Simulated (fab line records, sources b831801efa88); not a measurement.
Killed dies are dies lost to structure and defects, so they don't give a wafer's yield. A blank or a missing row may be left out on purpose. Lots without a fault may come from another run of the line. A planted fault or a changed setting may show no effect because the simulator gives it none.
A struck lot beside a sound one | flow sky130 | 14 steps out of a route of 708
Sound: wafers L348.2, L348.4, L348.6. Struck: wafer L355.5. (L355.3 of the same lot was not struck and is left out.) The cause comes at the end.
At each step with rows: each side's tool, then ch and its chambers, then its first start. Under that, the readings that differ: sound wafers | struck wafers | difference of the means | sigmas: that difference in standard deviations of wafers without a fault.
alike: readings whose means differ by less than 2 such deviations, and words and numbers that are the same on both sides. not compared: withheld readings, readings that some wafer has no value for, bounds like >300 that may hide the same value, and numbers for which the record gives no deviation and whose values overlap.
The two part at a step that has a row with sigmas, a row that says differs or no value, or rows on one side only. Numbers that don't overlap but have no deviation are shown without sigmas and don't part them. A reading that every wafer of one side lacks parts them only if that side has two wafers or more.

SKY_VIA3_CMP_02: polishes SiO2.
  sound on cmp-01 ch 0,2, day 38 23:51; struck on cmp-01 ch 0, day 41 03:46
  reading            | sound             | struck | difference | sigmas
  slurry_flow_ml_min | 150.2 149.9 149.6 | 150.9  | +1.0       | +2
  alike: motor_current_A, retaining_ring_pressure_frac
SKY_VIA3_BOW_MEAS_03:
  sound on film_metro-02, day 39 00:10; struck on film_metro-02, day 41 04:00
  alike: VIA3_BOW
then, 8 steps without rows for these wafers: SKY_VIA3_DEHYDRATE_04 (time 60 s); SKY_VIA3_HMDS_05 (prime time 60 s); SKY_VIA3_COAT_06 (resist thk 60 nm); SKY_VIA3_COAT_07 (resist thk 450 nm); SKY_VIA3_SOFTBAKE_08 (time 90 s); SKY_VIA3_EXPOSE_09 (exposes mask VIM3, target cd 200 nm); SKY_VIA3_PEB_10; SKY_VIA3_DEVELOP_11 (develop time 60 s).
SKY_VIA3_CD_MEAS_12: target cd 200 nm.
  sound on cd_sem-01, day 40 00:31; struck on cd_sem-02, day 42 04:17
  reading    | sound             | struck | difference | sigmas
  cd_nm (nm) | 201.7 203.1 202.1 | 198.8  | -3.5       | -3
SKY_VIA3_OVL_MEAS_13:
  sound on overlay-01, day 40 00:37; struck on overlay-02, day 42 04:22
  alike: VIA3_OVL
SKY_VIA3_ETCH_14: etches BARC in N2/H2, stops on SiO2, time 45.9 s, target depth 60 nm.
  sound on rie_diel-01 ch 0,1,2, day 40 00:39; struck on rie_diel-01 ch 2, day 42 04:23
  reading                                     | sound             | struck | difference | sigmas
  oes_product_au (a.u.)                       | 0.855 0.851 0.845 | 0.908  | +0.058     | +13
  run_length_s (s)                            | 74.0 73.3 73.8    | 70.4   | -3.3       | -6
  model.KrF-thick_of_VIA3_COAT_07.thk_nm (nm) | 391.3 393.7 391.9 | 398.4  | +6.1       |
  alike: chamber_pressure_mTorr, drypump_motor_current_A, throttle_valve_pct
  not compared: bias_w, rf_hours_counter_h
SKY_VIA3_ETCH_15: etches SiO2 in C4F8/O2/Ar, stops on TiN, target depth 507 nm, time 78 s.
  sound on rie_diel-01 ch 0,1,2, day 40 00:42; struck on rie_diel-01 ch 2, day 42 04:26
  alike: bias_w, chamber_pressure_mTorr, oes_product_au, run_length_s
  not compared: rf_hours_counter_h

WHERE THEY PART
First at SKY_VIA3_CMP_02; last, within this record, at SKY_VIA3_ETCH_14. Later steps at which nothing parts them and some readings are alike: SKY_VIA3_ETCH_15.

WHY: what the simulator had put in
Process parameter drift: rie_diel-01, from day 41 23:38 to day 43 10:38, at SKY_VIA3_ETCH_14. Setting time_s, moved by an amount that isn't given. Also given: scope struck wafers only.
